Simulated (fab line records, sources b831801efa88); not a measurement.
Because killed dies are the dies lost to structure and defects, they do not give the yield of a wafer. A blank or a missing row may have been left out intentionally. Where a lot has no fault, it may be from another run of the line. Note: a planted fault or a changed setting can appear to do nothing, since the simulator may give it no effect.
Check of tool commonality | flow gf180mcu | 33 wafers sampled across 11 lots

== WHAT PROMPTED THE OPENING ==
2 of 11 lots carry a flag on the reading PSD_TW at GF_PSD_TW_MEAS_11. Fault-free wafers read 3200, with a standard deviation of 13.
Rule: flag the lot when none of its wafers has a number, or when each of its wafers that has one lies beyond 4 standard deviations from that mean. The other lots count as sound.

lot  | measured     | on           | PSD_TW, wafer by wafer | flag
L531 | day 14 06:25 | filmMetro-02 | 3197 3176 3191         | 
L532 | day 14 12:43 | filmMetro-02 | 3189 3183 3205         | 
L536 | day 16 02:13 | filmMetro-03 | 3218 3203 3214         | 
L537 | day 16 11:31 | filmMetro-02 | 2647 2642 2659         | FLAGGED
L538 | day 16 22:07 | filmMetro-01 | 2625 2637 2633         | FLAGGED
L546 | day 19 18:11 | filmMetro-03 | 3187 3182 3211         | 
L547 | day 19 22:49 | filmMetro-02 | 3201 3186 3184         | 
L549 | day 20 12:50 | filmMetro-02 | 3188 3208 3188         | 
L551 | day 21 11:13 | filmMetro-01 | 3211 3224 3211         | 
L552 | day 21 15:46 | filmMetro-02 | 3216 3202 3212         | 
L554 | day 22 05:41 | filmMetro-02 | 3203 3218 3214         | 
Average over the flagged lots: 2640; offset from the usual -560, equal to -43 standard deviations.

== EACH LOT AND THE TOOL IT RAN ON ==
Before the reading, the record contains 2 process steps out of a 602-step route. Cell contents, in order: the tool; ch with the chambers the sampled wafers went through; the start.
lot  | flag    | GF_PSD_IMPLANT_09               | GF_PSD_STRIP_10
L531 |         | implanter-02 ch 0, day 14 06:10 | plasmaAsher-04 ch 0,1, day 14 06:19
L532 |         | implanter-03 ch 0, day 14 12:28 | plasmaAsher-04 ch 0,1, day 14 12:37
L536 |         | implanter-02 ch 0, day 16 01:58 | plasmaAsher-04 ch 0,1, day 16 02:07
L537 | FLAGGED | implanter-03 ch 0, day 16 11:17 | plasmaAsher-02 ch 0, day 16 11:25
L538 | FLAGGED | implanter-03 ch 0, day 16 21:52 | plasmaAsher-01 ch 1, day 16 22:01
L546 |         | implanter-01 ch 0, day 19 17:56 | plasmaAsher-01 ch 0,1, day 19 18:05
L547 |         | implanter-03 ch 0, day 19 22:35 | plasmaAsher-04 ch 0,1, day 19 22:43
L549 |         | implanter-03 ch 0, day 20 12:35 | plasmaAsher-01 ch 0,1, day 20 12:44
L551 |         | implanter-01 ch 0, day 21 10:58 | plasmaAsher-02 ch 0,1, day 21 11:07
L552 |         | implanter-01 ch 0, day 21 15:32 | plasmaAsher-01 ch 0,1, day 21 15:40
L554 |         | implanter-01 ch 0, day 22 05:27 | plasmaAsher-01 ch 0,1, day 22 05:34
What the steps here do:
- GF_PSD_IMPLANT_09
- GF_PSD_STRIP_10: strips in O2/N2.
- GF_PSD_TW_MEAS_11

== FLAGGED AGAINST TOTAL, ONE TOOL AT A TIME (gauges that did the reading follow at the end) ==
step              | tool           | lots run | flagged | share of the flagged lots | sound lots run after its first flagged lot
GF_PSD_IMPLANT_09 | implanter-01   | 4        | 0       | none                      | -
GF_PSD_IMPLANT_09 | implanter-02   | 2        | 0       | none                      | -
GF_PSD_IMPLANT_09 | implanter-03   | 5        | 2       | all                       | 2 (L547,L549)
GF_PSD_STRIP_10   | plasmaAsher-01 | 5        | 1       | some                      | 4 (L546,L549,L552,L554)
GF_PSD_STRIP_10   | plasmaAsher-02 | 2        | 1       | some                      | 1 (L551)
GF_PSD_STRIP_10   | plasmaAsher-04 | 4        | 0       | none                      | -
GF_PSD_TW_MEAS_11 | filmMetro-01   | 2        | 1       | some                      | 1 (L551)
GF_PSD_TW_MEAS_11 | filmMetro-02   | 7        | 1       | some                      | 4 (L547,L549,L552,L554)
GF_PSD_TW_MEAS_11 | filmMetro-03   | 2        | 0       | none                      | -

== WHAT THE TABLE ALLOWS ==
In the table, 1 row covers all flagged lots: implanter-03 at GF_PSD_IMPLANT_09.
- implanter-03 at GF_PSD_IMPLANT_09 ran 5 lots, 2 of them flagged. Lots that were sound ran on it after the first flagged one (L547, L549); a persistent fault on the entire tool would not allow that. Its own readings (doseIonsCm2, endStationPressureTorr, faradayCurrentUA) fall more than 4 standard deviations out on all wafers of the flagged lots.
No row of the table ran every flagged lot and no sound lot after the first.

== WHAT THE SIMULATOR PUT IN ==
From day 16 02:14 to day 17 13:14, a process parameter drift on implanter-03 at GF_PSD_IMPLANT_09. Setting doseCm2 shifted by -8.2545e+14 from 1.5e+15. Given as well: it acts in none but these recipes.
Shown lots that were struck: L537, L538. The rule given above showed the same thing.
